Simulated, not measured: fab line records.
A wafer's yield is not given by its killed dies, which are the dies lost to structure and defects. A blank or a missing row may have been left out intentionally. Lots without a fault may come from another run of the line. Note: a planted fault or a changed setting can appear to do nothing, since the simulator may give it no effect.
Matching of chambers    flow sky130    rieDiel-03 running SKY_VIA2_ETCH_14: 4 sister chambers
The step etches BARC in N2/H2, stops on SiO2, time 45.9 s, target depth 60 nm. 8 wafers are shown with their chamber, then 11 later ones without.

== WAFERS, EACH WITH ITS CHAMBER ==
wafer   chamber  rfFwdPowerW (W)  oesProductAu (a.u.)
L076.4  1        497.3            0.847
L081.6  1        495.5            0.848
L088.4  2        491.9            0.856
L090.6  0        493.6            0.854
L091.1  3        496.8            0.863
L091.4  2        495.9            0.846
L091.5  0        493.1            0.846
L092.1  3        495.8            0.860

== WAFERS MISSING THEIR CHAMBER ==
wafer   rfFwdPowerW (W)  oesProductAu (a.u.)
L092.4  492.3            0.858
L092.5  498.8            0.851
L094.1  491.6            0.851
L094.3  495.5            0.858
L094.4  496.6            0.865
L095.1  497.5            0.852
L095.3  495.6            0.848
L095.6  496.4            0.856
L096.1  494.9            0.861
L096.2  498.6            0.852
L096.3  495.6            0.856

== WHICH CHAMBER EACH ONE RAN IN ==
wafer    from the rows above                 in truth
L092.4   can't be placed: 2 or 0 or 3 or 1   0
L092.5   can't be placed: 1 or 3 or 2 or 0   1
L094.1   can't be placed: 0 or 2 or 1        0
L094.3   can't be placed: 3 or 2 or 0 or 1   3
L094.4   3                                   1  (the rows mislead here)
L095.1   can't be placed: 1 or 3 or 2 or 0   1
L095.3   can't be placed: 1 or 2 or 0        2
L095.6   can't be placed: 3 or 1 or 2 or 0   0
L096.1   can't be placed: 3 or 2 or 0        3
L096.2   can't be placed: 1 or 3 or 2 or 0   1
L096.3   can't be placed: 3 or 2 or 1 or 0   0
Placed correctly: 0 of 11. These rows do not allow placing 10 (true chamber among the candidates in 10). Number placed wrongly: 1.
How it was worked out, from the rows above alone: a wafer's distance from a chamber is the root of the sum, over the readings, of the square of ((its reading less the chamber's mean) divided by the reading's scatter). If the next closest chamber is less than 2 further off than the closest, the wafer can't be placed; otherwise it belongs to the closest. A chamber's mean is the mean of its shown wafers. The scatter: take each reading less its chamber's mean, square it, sum over the shown wafers, divide by the number of wafers less the number of chambers, and take the root.
